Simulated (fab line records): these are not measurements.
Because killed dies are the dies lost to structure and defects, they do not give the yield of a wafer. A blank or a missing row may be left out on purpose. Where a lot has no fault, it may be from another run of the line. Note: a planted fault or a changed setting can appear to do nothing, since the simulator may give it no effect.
2 desks looking at one fault | flow gf180mcu | every desk sees just its own numbers, and what lay behind them comes last

== FROM THE METROLOGY DESK ==
Means of the sampled wafers that have a number, per lot and without regard to the tool the lot ran on: this is what the gauges read. If a lot's mean is further than 4 standard deviations from the usual mean, the lot is out of limits and carries the mark OUT (the distance appears in the brackets).
Columns: A = HV_LDD_2_TW at GF_HV_LDD_TW_MEAS_23, usual 1048; B = cd-nm at GF_HV_LDD_CD_MEAS_31, usual 401.2 nm; C = HV_LDD_02_OVL at GF_HV_LDD_OVL_MEAS_32, usual -0.1 nm
lot  | first seen here | A    | B     | C
L589 | day 10 22:52    | 1037 | 402.0 | 1.2
L592 | day 12 00:31    | 1048 | 399.5 | 1.0
L593 | day 12 04:22    | 1043 | 400.0 | -0.7
L595 | day 12 23:01    | 1044 | 400.5 | -0.6
L603 | day 15 16:31    | 1038 | 398.5 | 0.9
L604 | day 16 02:52    | 1056 | 397.4 | 0.4
L605 | day 16 04:44    | 1053 | 404.7 | -0.5
This desk's verdict: no lot among the 7 shows anything out of limits.

== FOR THE TOOL OWNER'S DESK: implanter-01 ==
For each lot that ran on this tool, the mean over its sampled wafers that have a number, from the tool's own readings at GF_HV_LDD_IMPLANT_33. If a lot's mean is further than 4 standard deviations from the usual mean, the lot is out of limits and carries the mark OUT (the distance appears in the brackets).
Columns: A = dose-ions-cm2 at GF_HV_LDD_IMPLANT_33, usual 7.499e+12; B = faraday-current-uA at GF_HV_LDD_IMPLANT_33, usual 42.3
lot  | first seen here | A                   | B
L589 | day 11 17:25    | 7.507e+12           | 42.6
L592 | day 12 19:50    | 8.173e+12 (+84) OUT | 46.8 (+5.4) OUT
L593 | day 12 23:41    | 8.171e+12 (+84) OUT | 46.6 (+5.2) OUT
L595 | day 13 19:47    | 8.156e+12 (+82) OUT | 45.0
L603 | day 16 14:44    | 7.512e+12           | 42.1
L604 | day 17 01:20    | 7.501e+12           | 41.9
This desk finds L592, L593, L595 out of limits, L592 being first, at day 12 19:50 (dose-ions-cm2 at GF_HV_LDD_IMPLANT_33). L589, L603, L604: within limits.

== PUT TOGETHER ==
An alarm could have come from the tool owner's desk at day 12 19:50, on L592, L593, L595.
Nothing out of limits was seen by the metrology desk.
The metrology desk has L592, L593, L595 on record, within its limits.
On implanter-01, each named lot ran GF_HV_LDD_IMPLANT_33.

== WHAT THE SIMULATOR PUT IN ==
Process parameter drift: implanter-01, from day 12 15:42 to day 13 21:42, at GF_HV_LDD_IMPLANT_33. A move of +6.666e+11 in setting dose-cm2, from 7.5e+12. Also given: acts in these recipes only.
Lots struck among those shown: L592, L593, L595.
How many hours passed from the start of the fault until each desk's first out-of-limits reading: the tool owner's desk, 4.
